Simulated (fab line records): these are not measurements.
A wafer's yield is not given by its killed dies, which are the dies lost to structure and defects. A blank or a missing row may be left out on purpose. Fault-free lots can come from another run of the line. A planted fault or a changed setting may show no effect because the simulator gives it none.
fab line records    flow sky130
record lots=12  wafers=36  last-day=50
route steps=708 shown POLY_GATE@228 LDD_HVN@275 LDD_HVP@287 PAD_OPEN@708
lots that met no fault: from a run of the same line without faults
start-h: start of the lot's first displayed wafer, in hours after the record's first day    wait-h: hours from the lot's prior step to this one    " same as the row above    L1.1+2: a row that stands for several wafers    - value missing, or start not given    * or withheld: withheld    < > ~ a bound
route shown NAME@n: names a module that has steps shown in the file, with the first one's number in the route    usual: mean and standard deviation over wafers with no fault    same: alike in all rows    chamber/n: place in a boat    sites: each site's reading    _std_site: how widely they spread, as a standard deviation    _edge_site: outer sites' mean less inner sites'    radius-mm: how far each site lies from the wafer's centre    mask NAME#n: copy n    behind: the most recent tool/chamber to have shaped the wafer    hold: cause of the lot's hold/its duration in hours/its outcome    device: whichever transistor did not switch (one of n, p or np)    end of line: the same wafers' tests at the end of the route    a step with no rows: only its recipe    killed: dies that structure and defects cost at the first sort, which is not the same as the wafer's yield    map: shows each die of a wafer: x if killed, . if not, _ if none is there
set.NAME: the run value of the setting; set.NAME@STEP: its run value at that earlier step    model.NAME: the simulator's own value behind a step, which no gauge read
one table for each step of the route and one row for each wafer, over a sample of lots
services: from which hour (start-h, from the record's first day; less than 0 if before it) a tool's chamber was out of use, for how many hours, and why
## steps
# step SKY_POLY_GATE_OVL_MEAS_14
# usual POLY_GATE_OVL=0/5.6
lot.wafer  tool        chamber  start-h  wait-h  POLY_GATE_OVL[nm]
L271.1     overlay-02  -        382.17   0.1     0
L271.2     "           -        "        "       -2
L271.5     "           -        "        "       -8
L272.2     overlay-01  -        382.25   0.1     -5
L272.3     "           -        "        "       4
L272.4     "           -        "        "       -10
L274.4     overlay-01  -        410.76   0.1     1
L274.5     "           -        "        "       8
L274.6     "           -        "        "       2
L277.1     overlay-02  -        428.35   0.1     1
L277.2     "           -        "        "       -2
L277.5     "           -        "        "       -1
L278.1     overlay-02  -        443.35   0.1     7
L278.2     "           -        "        "       6
L278.6     "           -        "        "       6
L282.3     overlay-01  -        470.60   0.1     1
L282.4     "           -        "        "       -1
L282.5     "           -        "        "       6
L284.1     overlay-01  -        485.12   0.1     0
L284.2     "           -        "        "       6
L284.5     "           -        "        "       7
L285.1     overlay-01  -        498.94   0.1     -6
L285.3     "           -        "        "       -1
L285.6     "           -        "        "       -5
L290.4     overlay-01  -        541.54   0.1     0
L290.5     "           -        "        "       -8
L290.6     "           -        "        "       3
L291.1     overlay-01  -        552.02   0.1     -7
L291.5     "           -        "        "       -5
L291.6     "           -        "        "       -2
L292.1     overlay-02  -        562.12   0.1     7
L292.2     "           -        "        "       4
L292.4     "           -        "        "       6
L293.3     overlay-02  -        567.13   0.1     -11
L293.4     "           -        "        "       -5
L293.5     "           -        "        "       -4
# step SKY_POLY_GATE_STRIP_18
# recipe chemistry=O2/N2  power-w=1400  pressure-mtorr=1500  platen-temp-c=withheld  o2-flow-sccm=3000  n2-flow-sccm=300  overash-fraction=0.5
# usual drypump-motor-current-A=6.16/0.2  oes-product-au=0.361/0.0045  strip-time-to-endpoint-s=3.177/0.029
lot.wafer  tool             chamber  start-h  wait-h  drypump-motor-current-A  oes-product-au  rf-hours-counter-h  strip-time-to-endpoint-s
L271.1     plasma-asher-04  0        382.44   0.0     5.91                     0.359           70                  3.186
L271.2     "                1        "        "       6.33                     0.352           70                  3.143
L271.5     "                0        "        "       5.88                     0.357           -                   3.170
L272.2     plasma-asher-03  0        382.51   0.0     6.45                     0.358           54                  3.124
L272.3     "                1        "        "       6.09                     0.362           -                   3.197
L272.4     "                0        "        "       6.47                     0.358           -                   3.156
L274.4     plasma-asher-02  1        411.05   0.1     6.15                     0.359           -                   3.142
L274.5     "                1        "        "       6.16                     0.355           -                   3.161
L274.6     "                0        "        "       5.97                     0.361           -                   3.156
L277.1     plasma-asher-02  0        428.62   0.0     5.99                     0.354           27                  3.214
L277.2     "                1        "        "       6.13                     0.363           27                  3.206
L277.5     "                0        "        "       5.97                     0.362           -                   3.210
L278.1     plasma-asher-04  0        443.62   0.0     5.93                     0.362           1                   3.191
L278.2     "                1        "        "       6.32                     0.362           1                   3.132
L278.6     "                0        "        "       5.92                     0.364           -                   3.189
L282.3     plasma-asher-02  0        470.90   0.1     5.96                     0.365           -                   3.242
L282.4     "                1        "        "       6.16                     0.372           -                   3.231
L282.5     "                0        "        "       5.96                     0.362           -                   3.204
L284.1     plasma-asher-03  1        485.39   0.0     6.09                     0.364           65                  3.189
L284.2     "                0        "        "       6.47                     0.364           65                  3.207
L284.5     "                0        "        "       6.47                     0.361           -                   3.183
L285.1     plasma-asher-03  1        499.21   0.0     6.08                     0.358           66                  3.162
L285.3     "                1        "        "       6.09                     0.359           -                   3.166
L285.6     "                1        "        "       6.08                     0.371           -                   3.128
L290.4     plasma-asher-04  1        541.82   0.1     6.35                     0.359           -                   3.163
L290.5     "                1        "        "       6.35                     0.361           -                   3.147
L290.6     "                0        "        "       5.91                     0.359           -                   3.138
L291.1     plasma-asher-02  1        552.29   0.0     6.16                     0.360           40                  3.156
L291.5     "                0        "        "       5.93                     0.361           -                   3.168
L291.6     "                1        "        "       6.13                     0.361           -                   3.184
L292.1     plasma-asher-04  1        562.39   0.0     6.34                     0.368           12                  3.195
L292.2     "                0        "        "       5.92                     0.359           12                  3.193
L292.4     "                0        "        "       5.92                     0.362           -                   3.250
L293.3     plasma-asher-03  0        567.42   0.1     6.46                     0.359           -                   3.135
L293.4     "                1        "        "       6.07                     0.356           -                   3.206
L293.5     "                0        "        "       6.44                     0.367           -                   3.200
# step SKY_LDD_HVN_IMPLANT_08
# recipe species=P  energy-kev=60  dose-cm2=3e+13  tilt-deg=40
lot.wafer   tool          chamber  start-h  wait-h
L271.1+2+5  implanter-02  0        474.69   0.0
L272.2+3+4  implanter-03  0        475.01   0.0
L274.4+5+6  implanter-03  0        506.38   0.1
L277.1+2+5  implanter-02  0        522.53   0.0
L278.1+2+6  implanter-01  0        538.48   0.0
L282.3+4+5  implanter-01  0        564.78   0.1
L284.1+2+5  implanter-03  0        577.71   0.0
L285.1+3+6  implanter-03  0        591.43   0.0
L290.4+5+6  implanter-02  0        632.68   0.1
L291.1+5+6  implanter-01  0        643.11   0.0
L292.1+2+4  implanter-01  0        651.06   0.0
L293.3+4+5  implanter-01  0        657.98   0.1
# step SKY_LDD_HVN_TW_MEAS_10
# usual LDD_HVN_TW=1432/9.9
lot.wafer  tool           chamber  start-h  wait-h  hold                      LDD_HVN_TW
L271.1     film-metro-03  -        474.94   0.1     -                         1448
L271.2     "              -        "        "       -                         1434
L271.5     "              -        "        "       -                         1436
L272.2     film-metro-02  -        475.25   0.1     -                         1436
L272.3     "              -        "        "       -                         1437
L272.4     "              -        "        "       -                         1433
L274.4     film-metro-02  -        506.59   0.1     -                         1437
L274.5     "              -        "        "       -                         1431
L274.6     "              -        "        "       -                         1435
L277.1     film-metro-03  -        522.78   0.1     -                         1444
L277.2     "              -        "        "       -                         1436
L277.5     "              -        "        "       -                         1443
L278.1     film-metro-03  -        538.73   0.1     -                         1446
L278.2     "              -        "        "       -                         1440
L278.6     "              -        "        "       -                         1441
L282.3     film-metro-02  -        565.00   0.1     -                         1426
L282.4     "              -        "        "       -                         1436
L282.5     "              -        "        "       -                         1432
L284.1     film-metro-03  -        577.96   0.1     await-dispo/0.2h/release  1397
L284.2     "              -        "        "       await-dispo/0.2h/release  1396
L284.5     "              -        "        "       await-dispo/0.2h/release  1382
L284.1     film-metro-03  -        578.18   0.2     -                         1387
L284.2     "              -        "        "       -                         1399
L284.5     "              -        "        "       -                         1384
L285.1     film-metro-03  -        591.68   0.1     await-dispo/0.2h/release  1387
L285.3     "              -        "        "       await-dispo/0.2h/release  1382
L285.6     "              -        "        "       await-dispo/0.2h/release  1389
L285.1     film-metro-03  -        591.91   0.2     -                         1393
L285.3     "              -        "        "       -                         1386
L285.6     "              -        "        "       -                         1389
L290.4     film-metro-02  -        632.89   0.1     -                         1441
L290.5     "              -        "        "       -                         1445
L290.6     "              -        "        "       -                         1435
L291.1     film-metro-01  -        643.36   0.1     -                         1420
L291.5     "              -        "        "       -                         1425
L291.6     "              -        "        "       -                         1415
L292.1     film-metro-01  -        651.31   0.1     -                         1416
L292.2     "              -        "        "       -                         1416
L292.4     "              -        "        "       -                         1408
L293.3     film-metro-01  -        658.20   0.1     -                         1410
L293.4     "              -        "        "       -                         1418
L293.5     "              -        "        "       -                         1415
# step SKY_LDD_HVP_STRIP_09
# recipe chemistry=O2/N2  power-w=1400  pressure-mtorr=1500  platen-temp-c=withheld  o2-flow-sccm=3000  n2-flow-sccm=300  overash-fraction=0.5
# usual drypump-motor-current-A=6.14/0.19  oes-product-au=0.408/0.0048  strip-time-to-endpoint-s=4.137/0.014
lot.wafer  tool             chamber  start-h  wait-h  drypump-motor-current-A  oes-product-au  rf-hours-counter-h  strip-time-to-endpoint-s
L271.1     plasma-asher-04  1        506.16   0.1     6.32                     0.410           7                   4.142
L271.2     "                0        "        "       5.94                     0.409           7                   4.161
L271.5     "                1        "        "       6.31                     0.408           -                   4.133
L272.2     plasma-asher-02  1        506.31   0.1     6.18                     0.403           36                  4.144
L272.3     "                0        "        "       5.95                     0.407           -                   4.109
L272.4     "                1        "        "       6.17                     0.403           -                   4.132
L274.4     plasma-asher-04  1        536.74   0.1     6.31                     0.406           -                   4.132
L274.5     "                1        "        "       6.29                     0.412           -                   4.123
L274.6     "                0        "        "       5.93                     0.405           -                   4.135
L277.1     plasma-asher-03  0        552.38   0.1     6.45                     0.410           72                  4.133
L277.2     "                1        "        "       6.09                     0.404           72                  4.114
L277.5     "                0        "        "       6.44                     0.405           -                   4.142
L278.1     plasma-asher-02  1        568.51   0.1     6.14                     0.409           42                  4.162
L278.2     "                0        "        "       5.96                     0.407           42                  4.131
L278.6     "                0        "        "       5.93                     0.405           -                   4.130
L282.3     plasma-asher-04  0        594.39   0.1     5.91                     0.407           -                   4.125
L282.4     "                1        "        "       6.31                     0.412           -                   4.144
L282.5     "                0        "        "       5.92                     0.414           -                   4.130
L284.1     plasma-asher-03  0        607.36   0.1     6.44                     0.411           78                  4.128
L284.2     "                1        "        "       6.08                     0.408           78                  4.135
L284.5     "                1        "        "       6.09                     0.415           -                   4.130
L285.1     plasma-asher-03  1        621.38   0.1     6.10                     0.408           79                  4.151
L285.3     "                1        "        "       6.09                     0.411           -                   4.120
L285.6     "                0        "        "       6.46                     0.411           -                   4.155
L290.4     plasma-asher-03  0        660.22   0.1     6.45                     0.400           -                   4.108
L290.5     "                1        "        "       6.08                     0.406           -                   4.127
L290.6     "                0        "        "       6.46                     0.406           -                   4.114
L291.1     plasma-asher-03  1        671.86   0.1     6.08                     0.405           84                  4.124
L291.5     "                0        "        "       6.45                     0.403           -                   4.120
L291.6     "                1        "        "       6.09                     0.403           -                   4.145
L292.1     plasma-asher-02  0        679.21   0.1     5.93                     0.404           52                  4.123
L292.2     "                1        "        "       6.15                     0.403           52                  4.135
L292.4     "                1        "        "       6.16                     0.401           -                   4.123
L293.3     plasma-asher-02  0        686.99   0.1     5.96                     0.403           -                   4.145
L293.4     "                1        "        "       6.13                     0.416           -                   4.140
L293.5     "                1        "        "       6.14                     0.402           -                   4.138
# step SKY_PAD_OPEN_PROBE_99
# usual killed_at_M0_to_M3=45/7  killed_at_M4_up=3.4/1.8  killed-at-contacts=24/5.4  killed-at-front-end=16/4.8  killed-at-other=0.4/0.62  killed-dies=89/10  killed-on-rim=17/3.5  killed-open=48/7.2  killed-short=40/6.3
# same gross-dies=492  killed-at-back-side=0
lot.wafer  tool       chamber  start-h  wait-h  killed_at_M0_to_M3  killed_at_M4_up  killed-at-contacts  killed-at-front-end  killed-at-other  killed-dies  killed-on-rim  killed-open  killed-short
L271.1     prober-01  -        1081.42  0.1     47                  1                27                  8                    0                83           15             48           35
L271.2     prober-01  -        1081.47  0.1     35                  3                15                  15                   0                68           18             37           30
L271.5     prober-01  -        1081.62  0.2     40                  4                26                  23                   1                94           19             35           59
L272.2     prober-02  -        1082.82  0.1     59                  7                23                  21                   1                111          18             63           48
L272.3     prober-02  -        1082.87  0.2     46                  3                22                  12                   0                83           21             47           36
L272.4     prober-02  -        1082.92  0.2     57                  2                17                  17                   1                94           14             42           52
L274.4     prober-02  -        1102.26  0.2     53                  4                20                  13                   0                90           17             37           51
L274.5     prober-02  -        1102.31  0.2     57                  5                16                  17                   0                95           18             58           36
L274.6     prober-02  -        1102.36  0.2     52                  2                15                  15                   0                84           26             43           40
L277.1     prober-01  -        1114.06  0.1     54                  4                20                  16                   0                94           21             51           42
L277.2     prober-01  -        1114.11  0.1     56                  5                19                  17                   0                97           20             51           46
L277.5     prober-01  -        1114.26  0.2     54                  5                29                  27                   1                116          23             64           49
L278.1     prober-02  -        1122.82  0.1     45                  8                29                  16                   1                99           14             45           52
L278.2     prober-02  -        1122.87  0.1     35                  4                26                  11                   2                78           17             44           32
L278.6     prober-02  -        1123.07  0.2     31                  3                32                  17                   1                84           17             48           35
L285.1     prober-01  -        1155.92  0.1     45                  2                31                  19                   0                97           17             63           34
L285.3     prober-01  -        1156.02  0.2     54                  4                18                  15                   0                91           18             46           44
L285.6     prober-01  -        1156.17  0.2     46                  1                38                  9                    0                94           12             56           38
L290.4     prober-02  -        1180.89  0.2     49                  2                25                  14                   1                91           19             48           43
L290.5     prober-02  -        1180.94  0.2     49                  5                26                  14                   0                94           16             44           50
L290.6     prober-02  -        1180.99  0.2     48                  3                26                  11                   1                89           16             39           50
L291.1     prober-01  -        1188.09  0.1     57                  1                38                  11                   0                107          16             61           45
L291.5     prober-01  -        1188.29  0.2     50                  3                19                  16                   0                88           19             47           41
L291.6     prober-01  -        1188.34  0.2     32                  3                25                  21                   0                81           16             38           43
# killed by level:class
L271.1 CONTACT:geometric-particle:open=11 VIA1:geometric-particle:open=10 VIA2:geometric-particle:open=9 VIA1:geometric-particle:short=8 LOCAL_INTERCONNECT:geometric-particle:short=6 LI_CONTACT:geometric-particle:open=5 VIA3:geometric-particle:open=5 FIELD_ISO:geometric-particle:open=3
L271.2 VIA1:geometric-particle:open=9 CONTACT:geometric-particle:open=7 VIA2:geometric-particle:open=6 METAL1:geometric-particle:short=5 POLY_GATE:geometric-particle:short=4 METAL2:geometric-particle:short=4 VIA2:geometric-particle:short=4 FIELD_ISO:geometric-particle:open=3
L271.5 FIELD_ISO:geometric-particle:short=11 CONTACT:geometric-particle:open=8 METAL1:geometric-particle:short=7 VIA3:geometric-particle:open=7 POLY_GATE:geometric-particle:short=5 LOCAL_INTERCONNECT:geometric-particle:short=5 LI_CONTACT:geometric-particle:open=5 VIA1:geometric-particle:open=5
L272.2 VIA1:geometric-particle:open=20 VIA2:geometric-particle:open=8 METAL2:geometric-particle:short=7 METAL1:geometric-particle:short=7 VIA3:geometric-particle:open=7 POLY_GATE:geometric-particle:short=6 LI_CONTACT:geometric-particle:open=6 LOCAL_INTERCONNECT:geometric-particle:short=6
L272.3 CONTACT:geometric-particle:open=10 VIA1:geometric-particle:open=10 VIA3:geometric-particle:open=8 VIA1:geometric-particle:short=7 CONTACT:geometric-particle:short=7 METAL2:geometric-particle:short=7 FIELD_ISO:geometric-particle:open=6 VIA2:geometric-particle:open=4
L272.4 VIA1:geometric-particle:open=14 VIA1:geometric-particle:short=7 METAL2:geometric-particle:short=7 FIELD_ISO:geometric-particle:short=6 VIA2:geometric-particle:open=6 VIA3:geometric-particle:open=6 LI_CONTACT:geometric-particle:open=5 LOCAL_INTERCONNECT:geometric-particle:short=5
L274.4 VIA1:geometric-particle:short=13 VIA1:geometric-particle:open=9 CONTACT:geometric-particle:open=7 METAL3:geometric-particle:short=7 LI_CONTACT:geometric-particle:open=6 METAL1:geometric-particle:short=6 METAL2:geometric-particle:short=5 VIA3:geometric-particle:short=4
L274.5 VIA1:geometric-particle:open=13 VIA2:geometric-particle:open=9 CONTACT:geometric-particle:open=8 METAL1:geometric-particle:short=7 FIELD_ISO:geometric-particle:open=6 METAL2:geometric-particle:short=6 VIA3:geometric-particle:open=6 METAL4:geometric-particle:short=4
L274.6 VIA1:geometric-particle:open=17 METAL1:geometric-particle:short=9 VIA3:geometric-particle:open=7 POLY_GATE:geometric-particle:short=6 CONTACT:geometric-particle:open=6 FIELD_ISO:geometric-particle:short=5 METAL3:geometric-particle:short=4 POLY_GATE:geometric-particle:open=3
L277.1 VIA1:geometric-particle:open=12 VIA2:geometric-particle:open=11 CONTACT:geometric-particle:open=8 VIA3:geometric-particle:open=8 POLY_GATE:geometric-particle:short=5 METAL2:geometric-particle:short=5 SPACER:geometric-particle:short=4 LI_CONTACT:geometric-particle:open=4
L277.2 METAL1:geometric-particle:short=15 VIA1:geometric-particle:open=11 CONTACT:geometric-particle:open=7 VIA2:geometric-particle:open=7 POLY_GATE:geometric-particle:open=6 VIA3:geometric-particle:open=6 CONTACT:geometric-particle:short=5 METAL1:geometric-particle:open=5
L277.5 VIA1:geometric-particle:open=13 CONTACT:geometric-particle:open=10 VIA2:geometric-particle:open=10 POLY_GATE:geometric-particle:short=8 VIA3:geometric-particle:open=7 METAL2:geometric-particle:short=6 METAL1:geometric-particle:short=6 FIELD_ISO:geometric-particle:open=5
L278.1 VIA1:geometric-particle:open=12 VIA3:geometric-particle:open=9 LOCAL_INTERCONNECT:geometric-particle:short=8 CONTACT:geometric-particle:short=6 METAL3:geometric-particle:short=6 METAL4:geometric-particle:short=6 FIELD_ISO:geometric-particle:open=5 LI_CONTACT:geometric-particle:short=5
L278.2 CONTACT:geometric-particle:open=11 VIA1:geometric-particle:open=11 LI_CONTACT:geometric-particle:open=8 METAL1:geometric-particle:short=8 METAL2:geometric-particle:short=6 FIELD_ISO:geometric-particle:short=3 POLY_GATE:geometric-particle:short=3 LI_CONTACT:geometric-particle:short=3
L278.6 CONTACT:geometric-particle:open=13 LOCAL_INTERCONNECT:geometric-particle:short=8 VIA1:geometric-particle:open=7 LI_CONTACT:geometric-particle:open=7 FIELD_ISO:geometric-particle:open=5 METAL1:geometric-particle:short=5 POLY_GATE:geometric-particle:short=4 METAL2:geometric-particle:short=4
L285.1 VIA1:geometric-particle:open=13 CONTACT:geometric-particle:open=11 LI_CONTACT:geometric-particle:open=9 VIA3:geometric-particle:open=8 FIELD_ISO:geometric-particle:short=7 VIA2:geometric-particle:open=7 FIELD_ISO:geometric-particle:open=5 VIA1:geometric-particle:short=5
L285.3 VIA1:geometric-particle:short=10 VIA1:geometric-particle:open=9 VIA2:geometric-particle:open=7 VIA3:geometric-particle:open=6 CONTACT:geometric-particle:open=6 METAL1:geometric-particle:short=6 LI_CONTACT:geometric-particle:open=5 METAL2:geometric-particle:short=5
L285.6 LI_CONTACT:geometric-particle:open=15 VIA1:geometric-particle:open=11 VIA3:geometric-particle:open=9 CONTACT:geometric-particle:open=7 LOCAL_INTERCONNECT:geometric-particle:short=7 VIA2:geometric-particle:open=5 METAL2:geometric-particle:short=5 LI_CONTACT:geometric-particle:short=4
L290.4 FIELD_ISO:geometric-particle:open=8 METAL2:geometric-particle:short=8 VIA2:geometric-particle:open=8 LI_CONTACT:geometric-particle:open=7 LOCAL_INTERCONNECT:geometric-particle:short=6 VIA1:geometric-particle:open=6 VIA3:geometric-particle:open=6 CONTACT:geometric-particle:short=5
L290.5 METAL2:geometric-particle:short=9 VIA1:geometric-particle:open=8 LI_CONTACT:geometric-particle:open=7 CONTACT:geometric-particle:open=7 VIA2:geometric-particle:open=6 METAL3:geometric-particle:short=6 LOCAL_INTERCONNECT:geometric-particle:short=5 VIA1:geometric-particle:short=5
L290.6 CONTACT:geometric-particle:open=9 METAL2:geometric-particle:short=7 VIA1:geometric-particle:short=7 VIA1:geometric-particle:open=7 VIA2:geometric-particle:open=7 VIA3:geometric-particle:open=7 LI_CONTACT:geometric-particle:open=6 LOCAL_INTERCONNECT:geometric-particle:short=6
L291.1 CONTACT:geometric-particle:open=15 VIA1:geometric-particle:open=12 METAL1:geometric-particle:short=10 VIA3:geometric-particle:open=10 LI_CONTACT:geometric-particle:open=7 METAL2:geometric-particle:short=7 VIA2:geometric-particle:open=7 CONTACT:geometric-particle:short=6
L291.5 VIA1:geometric-particle:open=13 VIA1:geometric-particle:short=7 LI_CONTACT:geometric-particle:open=7 METAL1:geometric-particle:short=7 FIELD_ISO:geometric-particle:open=6 VIA2:geometric-particle:open=6 FIELD_ISO:geometric-particle:short=5 CONTACT:geometric-particle:open=5
L291.6 CONTACT:geometric-particle:open=13 VIA1:geometric-particle:open=7 CONTACT:geometric-particle:short=6 VIA2:geometric-particle:open=6 METAL2:geometric-particle:short=6 FIELD_ISO:geometric-particle:short=5 SPACER:geometric-particle:short=5 METAL1:geometric-particle:short=5
## services
tool             chamber  start-h  hours  kind
plasma-asher-02  -        373.13   2.5    repair
implanter-03     -        377.44   2.7    repair
implanter-02     -        382.12   5.2    repair
implanter-03     -        385.76   3.1    pm
implanter-01     -        395.60   1.3    repair
implanter-02     -        400.11   5.4    repair
plasma-asher-04  -        402.15   2.4    repair
implanter-03     -        414.47   1.8    repair
plasma-asher-04  -        421.25   9.0    pm
plasma-asher-04  0        421.25   9.0    vent-cycle
plasma-asher-04  1        421.25   9.0    vent-cycle
plasma-asher-02  -        425.61   2.9    repair
plasma-asher-04  -        441.50   1.0    repair
implanter-03     -        446.07   0.7    repair
plasma-asher-04  -        477.43   4.0    pm
implanter-03     -        543.68   2.2    repair
plasma-asher-02  -        598.25   2.5    repair
implanter-03     -        623.11   4.1    repair
implanter-02     -        648.66   7.0    repair
plasma-asher-03  -        653.01   2.8    pm
implanter-02     -        653.68   3.9    repair
implanter-03     -        655.55   4.4    repair
implanter-01     -        676.71   1.2    repair
plasma-asher-04  -        677.87   2.8    pm
## key
first-sign step=SKY_LDD_HVN_TW_MEAS_10  reading=visit  direction=added
effect step=SKY_LDD_HVN_TW_MEAS_10  reading=LDD_HVN_TW  direction=down  sigmas=4.4  usual=1432  struck=1389
met-at SKY_LDD_HVN_IMPLANT_08
struck-lots L284,L285
tester-left-out L284,L285
not-acting-at SKY_POLY_GATE_OVL_MEAS_14,SKY_POLY_GATE_STRIP_18,SKY_LDD_HVP_STRIP_09
onset-between 506.38 577.71
fault kind=process-parameter-drift  tool=implanter-03  chamber=-  onset-h=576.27  steps=SKY_LDD_HVN_IMPLANT_08  channel=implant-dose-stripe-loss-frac  offset=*  shape=step  end-h=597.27
# tester-left-out: of these lots the tester's yield and bins aren't shown, on N5 and GAA mostly nor the transistor test; their killed dies are dies lost to structure and defects alone, not to doping, threshold or leakage, so they don't give the yield
